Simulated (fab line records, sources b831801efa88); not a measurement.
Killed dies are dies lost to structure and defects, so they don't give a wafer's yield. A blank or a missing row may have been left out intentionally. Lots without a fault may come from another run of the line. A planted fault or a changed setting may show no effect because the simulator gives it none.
Which tool did it? | flow sky130 | Sampling: 24 lots, 72 wafers, 6 of 708 route steps

## WHAT THE GAUGES READ, wafer by wafer
SKY_VT_ADJUST_NCORE_TW_MEAS_11.
lot  | measured     | on            | VT_ADJUST_NCORE_TW
L074 | day 8 21:16  | film_metro-03 | 220.7 220.7 220.6
L075 | day 9 04:25  | film_metro-04 | 220.7 220.8 220.1
L076 | day 9 06:04  | film_metro-03 | 219.3 218.7 219.0
L077 | day 9 20:37  | film_metro-02 | 217.3 218.3 217.9
L078 | day 9 21:18  | film_metro-02 | 217.2 216.8 217.1
L079 | day 10 06:48 | film_metro-04 | 221.8 222.0 222.1
L080 | day 10 09:40 | film_metro-02 | 218.5 218.3 218.4
L081 | day 10 18:34 | film_metro-04 | 221.5 221.3 221.9
L082 | day 10 22:23 | film_metro-02 | 217.1 218.0 219.3
L083 | day 11 08:28 | film_metro-02 | 216.0 216.0 217.5
L084 | day 11 17:14 | film_metro-02 | 216.2 218.5 217.0
L085 | day 11 23:46 | film_metro-03 | 219.5 218.8 218.4
L086 | day 12 07:03 | film_metro-02 | 217.6 218.6 218.3
L087 | day 12 12:31 | film_metro-03 | 219.6 218.8 218.5
L088 | day 12 20:10 | film_metro-04 | 220.0 220.6 221.6
L089 | day 13 01:55 | film_metro-02 | 215.1 217.3 216.5
L090 | day 13 17:52 | film_metro-03 | 218.2 218.1 217.8
L091 | day 13 19:46 | film_metro-02 | 217.1 216.8 217.4
L093 | day 14 08:31 | film_metro-03 | 219.6 218.9 219.5
L092 | day 14 10:19 | film_metro-04 | 219.6 219.8 219.2
L094 | day 14 17:37 | film_metro-04 | 220.6 219.4 219.4
L095 | day 14 18:58 | film_metro-04 | 220.0 220.0 219.0
L096 | day 15 02:23 | film_metro-02 | 218.8 218.6 219.4
L097 | day 15 10:55 | film_metro-02 | 218.1 217.7 217.6

SKY_CONTACT_THK_MEAS_01.
lot  | measured     | on            | CONTACT_CVD_00_THK (nm)
L074 | day 30 18:27 | film_metro-04 | 73.4 72.4 71.9
L075 | day 31 02:28 | film_metro-04 | 72.9 73.1 74.1
L076 | day 31 11:05 | film_metro-02 | 73.9 75.7 74.5
L077 | day 32 00:11 | film_metro-02 | 73.3 73.3 74.9
L078 | day 31 23:01 | film_metro-03 | 76.1 75.3 74.1
L079 | day 32 07:56 | film_metro-02 | 74.6 76.3 75.7
L080 | day 32 07:22 | film_metro-03 | 74.9 74.0 72.5
L081 | day 32 19:26 | film_metro-02 | 75.0 75.9 76.5
L082 | day 32 23:10 | film_metro-02 | 73.5 73.2 74.9
L083 | day 33 09:56 | film_metro-04 | 75.8 75.4 76.3
L084 | day 34 01:28 | film_metro-02 | 75.0 74.6 76.0
L085 | day 34 04:46 | film_metro-04 | 75.5 74.8 75.3
L086 | day 34 13:25 | film_metro-02 | 74.3 73.6 75.2
L087 | day 35 03:05 | film_metro-02 | 74.2 72.5 75.4
L088 | day 35 06:50 | film_metro-04 | 74.3 75.9 75.4
L089 | day 35 08:34 | film_metro-02 | 73.9 72.7 73.7
L090 | day 35 21:26 | film_metro-03 | 75.4 74.3 75.7
L091 | day 36 01:06 | film_metro-03 | 75.1 76.6 75.9
L093 | day 36 15:22 | film_metro-04 | 73.1 75.7 76.2
L092 | day 36 17:32 | film_metro-03 | 74.2 74.8 73.7
L094 | day 36 18:20 | film_metro-03 | 73.4 74.6 75.9
L095 | day 36 20:39 | film_metro-04 | 74.3 74.1 75.9
L096 | day 37 08:46 | film_metro-03 | 73.7 73.0 74.8
L097 | day 37 17:34 | film_metro-03 | 74.4 75.1 75.1

SKY_CAP2M_RS_MEAS_03: the measuring method here is four-point-probe.
lot  | measured     | on            | CAP2M_TIN_RS (ohm/sq)
L074 | day 39 22:13 | film_metro-01 | 6.81 6.91 6.91
L075 | day 40 05:41 | film_metro-02 | 7.00 7.05 7.02
L076 | day 40 12:01 | film_metro-01 | 6.93 7.00 6.92
L077 | day 41 01:16 | film_metro-02 | 7.00 6.95 7.12
L078 | day 40 23:38 | film_metro-02 | 6.89 6.87 6.94
L079 | day 41 09:54 | film_metro-01 | 6.97 6.85 6.80
L080 | day 41 09:09 | film_metro-01 | 6.84 6.81 6.78
L081 | day 41 19:23 | film_metro-01 | 7.00 7.00 7.05
L082 | day 42 01:09 | film_metro-02 | 7.07 7.07 7.12
L083 | day 42 08:44 | film_metro-03 | 6.91 7.03 7.04
L084 | day 42 19:46 | film_metro-02 | 6.91 7.01 6.89
L085 | day 43 02:55 | film_metro-01 | 7.02 6.96 6.93
L086 | day 43 09:01 | film_metro-02 | 7.05 7.01 7.02
L087 | day 43 18:15 | film_metro-01 | 7.00 6.89 6.88
L088 | day 43 20:11 | film_metro-01 | 6.85 6.81 6.83
L089 | day 44 02:40 | film_metro-02 | 6.99 6.93 6.94
L090 | day 44 12:40 | film_metro-02 | 7.02 6.98 6.93
L091 | day 44 17:29 | film_metro-03 | 6.86 6.89 6.88
L093 | day 45 06:01 | film_metro-02 | 7.07 6.93 6.92
L092 | day 45 08:15 | film_metro-01 | 6.98 6.92 6.99
L094 | day 45 10:07 | film_metro-01 | 6.85 6.79 6.79
L095 | day 45 10:24 | film_metro-03 | 6.91 6.88 6.91
L096 | day 45 18:38 | film_metro-02 | 7.03 7.03 7.01
L097 | day 46 02:08 | film_metro-03 | 6.85 6.84 6.87

## TOOL THAT RAN EACH LOT (tool first, then ch and the chambers of the sampled wafers, then the start)
lot  | SKY_VIA1_ETCH_15                   | SKY_VIA3_ETCH_14                   | SKY_VIA3_CVD_21
L074 | rie_diel-02 ch 1,2, day 34 05:42   | rie_diel-03 ch 0,2, day 39 20:31   | cvd_w-02 ch 0,1, day 39 21:16
L075 | rie_diel-01 ch 0,2, day 34 14:39   | rie_diel-03 ch 0,1, day 40 03:58   | cvd_w-02 ch 0,1, day 40 04:43
L076 | rie_diel-02 ch 1,2,3, day 34 21:27 | rie_diel-03 ch 0,1,2, day 40 10:19 | cvd_w-02 ch 0,1, day 40 11:04
L077 | rie_diel-01 ch 1,2, day 35 10:14   | rie_diel-03 ch 0,2, day 40 23:34   | cvd_w-02 ch 0,1, day 41 00:19
L078 | rie_diel-04 ch 1,2,3, day 35 07:55 | rie_diel-02 ch 0,2,3, day 40 21:52 | cvd_w-02 ch 0,1, day 40 22:40
L079 | rie_diel-04 ch 1,2,3, day 35 18:59 | rie_diel-02 ch 1,2,3, day 41 08:10 | cvd_w-01 ch 0,1, day 41 08:58
L080 | rie_diel-02 ch 0,2,3, day 35 18:38 | rie_diel-03 ch 0,1,3, day 41 07:25 | cvd_w-02 ch 0,1, day 41 08:12
L081 | rie_diel-04 ch 0,2,3, day 36 07:00 | rie_diel-02 ch 2,3, day 41 17:38   | cvd_w-01 ch 0,1, day 41 18:25
L082 | rie_diel-01 ch 0,1,3, day 36 10:12 | rie_diel-03 ch 0,1,2, day 41 23:25 | cvd_w-02 ch 0,1, day 42 00:10
L083 | rie_diel-04 ch 0,1,3, day 36 20:14 | rie_diel-02 ch 0,1, day 42 07:01   | cvd_w-01 ch 0,1, day 42 07:47
L084 | rie_diel-01 ch 0,1,3, day 37 11:24 | rie_diel-01 ch 0,3, day 42 17:55   | cvd_w-01 ch 0,1, day 42 18:41
L085 | rie_diel-02 ch 0,2,3, day 37 16:09 | rie_diel-03 ch 0,1,3, day 43 01:10 | cvd_w-02 ch 0,1, day 43 01:56
L086 | rie_diel-01 ch 0,1,3, day 37 23:45 | rie_diel-01 ch 0,1,3, day 43 07:19 | cvd_w-02 ch 0,1, day 43 08:04
L087 | rie_diel-01 ch 0,3, day 38 11:45   | rie_diel-01 ch 1,3, day 43 16:31   | cvd_w-01 ch 0,1, day 43 17:18
L088 | rie_diel-04 ch 0,3, day 38 14:32   | rie_diel-02 ch 0,3, day 43 18:28   | cvd_w-02 ch 0,1, day 43 19:13
L089 | rie_diel-02 ch 1,2,3, day 38 18:27 | rie_diel-02 ch 1,2,3, day 44 00:58 | cvd_w-01 ch 0,1, day 44 01:43
L090 | rie_diel-02 ch 0,1, day 39 04:47   | rie_diel-01 ch 0,1,3, day 44 10:55 | cvd_w-01 ch 0,1, day 44 11:43
L091 | rie_diel-04 ch 0,1,2, day 39 09:54 | rie_diel-01 ch 1,3, day 44 15:46   | cvd_w-01 ch 0,1, day 44 16:32
L093 | rie_diel-04 ch 1,2,3, day 40 01:45 | rie_diel-03 ch 0,1,2, day 45 04:19 | cvd_w-01 ch 0,1, day 45 05:05
L092 | rie_diel-01 ch 0,2,3, day 40 02:54 | rie_diel-02 ch 1,3, day 45 06:29   | cvd_w-02 ch 0,1, day 45 07:18
L094 | rie_diel-04 ch 0,1,2, day 40 03:47 | rie_diel-03 ch 0,2,3, day 45 08:19 | cvd_w-01 ch 1, day 45 09:09
L095 | rie_diel-01 ch 2,3, day 40 04:50   | rie_diel-02 ch 0,1,2, day 45 08:37 | cvd_w-01 ch 0,1, day 45 09:23
L096 | rie_diel-02 ch 1,3, day 40 14:51   | rie_diel-02 ch 0,1,3, day 45 16:55 | cvd_w-02 ch 0,1, day 45 17:40
L097 | rie_diel-01 ch 1,2,3, day 41 00:15 | rie_diel-01 ch 0,1,2, day 46 00:25 | cvd_w-01 ch 0,1, day 46 01:10
- SKY_VIA1_ETCH_15: etches SiO2 in C4F8/O2/Ar, stops on TiN, target depth 351 nm, time 54 s.
- SKY_VIA3_ETCH_14: etches BARC in N2/H2, stops on SiO2, time 45.9 s, target depth 60 nm.
- SKY_VIA3_CVD_21: deposits W, target thk 390 nm, time 117.31 s.

## AS READ BY THE TOOLS THEMSELVES (means over the sampled wafers that have a number; for cases with no such wafer, the mark the record gives instead)
SKY_VIA1_ETCH_15.
lot  | tool        | oes_product_au (a.u.)
L074 | rie_diel-02 | 0.979
L075 | rie_diel-01 | 0.974
L076 | rie_diel-02 | 0.975
L077 | rie_diel-01 | 0.979
L078 | rie_diel-04 | 0.989
L079 | rie_diel-04 | 0.985
L080 | rie_diel-02 | 0.982
L081 | rie_diel-04 | 0.975
L082 | rie_diel-01 | 0.980
L083 | rie_diel-04 | 0.985
L084 | rie_diel-01 | 0.986
L085 | rie_diel-02 | 0.984
L086 | rie_diel-01 | 0.979
L087 | rie_diel-01 | 0.980
L088 | rie_diel-04 | 0.986
L089 | rie_diel-02 | 0.977
L090 | rie_diel-02 | 0.980
L091 | rie_diel-04 | 0.983
L093 | rie_diel-04 | 0.988
L092 | rie_diel-01 | 0.972
L094 | rie_diel-04 | 0.977
L095 | rie_diel-01 | 0.979
L096 | rie_diel-02 | 0.978
L097 | rie_diel-01 | 0.979

SKY_VIA3_ETCH_14.
lot  | tool        | drypump_motor_current_A (A) | h2_flow_sccm (sccm) | oes_product_au (a.u.) | throttle_valve_pct (%)
L074 | rie_diel-03 | 6.1                         | 199.4               | 0.860                 | 13.220
L075 | rie_diel-03 | 5.5                         | 199.7               | 0.853                 | 13.224
L076 | rie_diel-03 | 5.9                         | 200.4               | 0.851                 | 13.225
L077 | rie_diel-03 | 6.3                         | 200.1               | 0.856                 | 13.228
L078 | rie_diel-02 | 5.8                         | 199.4               | 0.855                 | 13.219
L079 | rie_diel-02 | 5.6                         | 199.9               | 0.857                 | 13.219
L080 | rie_diel-03 | 5.5                         | 199.8               | 0.852                 | 13.215
L081 | rie_diel-02 | 5.5                         | 199.7               | 0.852                 | 13.221
L082 | rie_diel-03 | 5.9                         | 199.7               | 0.852                 | 13.226
L083 | rie_diel-02 | 5.9                         | 199.7               | 0.850                 | 13.223
L084 | rie_diel-01 | 6.2                         | 200.7               | 0.855                 | 13.225
L085 | rie_diel-03 | 5.5                         | 199.9               | 0.853                 | 13.228
L086 | rie_diel-01 | 6.2                         | 200.1               | 0.854                 | 13.224
L087 | rie_diel-01 | 6.4                         | 200.0               | 0.856                 | 13.229
L088 | rie_diel-02 | 5.5                         | 199.9               | 0.859                 | 13.222
L089 | rie_diel-02 | 5.6                         | 200.0               | 0.849                 | 13.221
L090 | rie_diel-01 | 6.2                         | 200.8               | 0.851                 | 13.221
L091 | rie_diel-01 | 6.4                         | 199.6               | 0.853                 | 13.234
L093 | rie_diel-03 | 5.9                         | 199.6               | 0.853                 | 13.226
L092 | rie_diel-02 | 5.3                         | 200.2               | 0.856                 | 13.222
L094 | rie_diel-03 | 5.9                         | 199.4               | 0.856                 | 13.223
L095 | rie_diel-02 | 5.9                         | 200.5               | 0.851                 | 13.212
L096 | rie_diel-02 | 5.6                         | 199.5               | 0.853                 | 13.226
L097 | rie_diel-01 | 5.8                         | 199.8               | 0.853                 | 13.223

SKY_VIA3_CVD_21.
lot  | tool     | heater_power_w (W)
L074 | cvd_w-02 | 941
L075 | cvd_w-02 | 925
L076 | cvd_w-02 | 942
L077 | cvd_w-02 | 936
L078 | cvd_w-02 | 917
L079 | cvd_w-01 | 854
L080 | cvd_w-02 | 946
L081 | cvd_w-01 | 851
L082 | cvd_w-02 | 927
L083 | cvd_w-01 | 861
L084 | cvd_w-01 | 843
L085 | cvd_w-02 | 934
L086 | cvd_w-02 | 927
L087 | cvd_w-01 | 842
L088 | cvd_w-02 | 939
L089 | cvd_w-01 | 872
L090 | cvd_w-01 | 865
L091 | cvd_w-01 | 840
L093 | cvd_w-01 | 849
L092 | cvd_w-02 | 925
L094 | cvd_w-01 | 826
L095 | cvd_w-01 | 852
L096 | cvd_w-02 | 932
L097 | cvd_w-01 | 880

## THE ANSWER, worked out from the rows above alone
Rule: usual is defined by the lots themselves. The widest of any qualifying gaps counts: lots, ordered by their means at a reading, are off when they make up no more than a third of the lots, leave a main group of 4 or more, and stand apart from it by 3 or more times the standard deviation of that group's means. A main group whose means are all the same, to the digits that the tables above print for the reading, isn't used. A lot without any number at a reading at which 4 lots or more have one is off too. All remaining lots with rows at the step are treated as sound. The gauges are gone through in route order, then the tools' own readings, and for those a lot's mean is taken as printed above. At the first step where some lot is off, the reading lying furthest off is the one used; lots without a number count as furthest.
No lot is off on any of the readings shown, so nothing can be concluded from this.

## WHAT THE SIMULATOR HAD PUT IN
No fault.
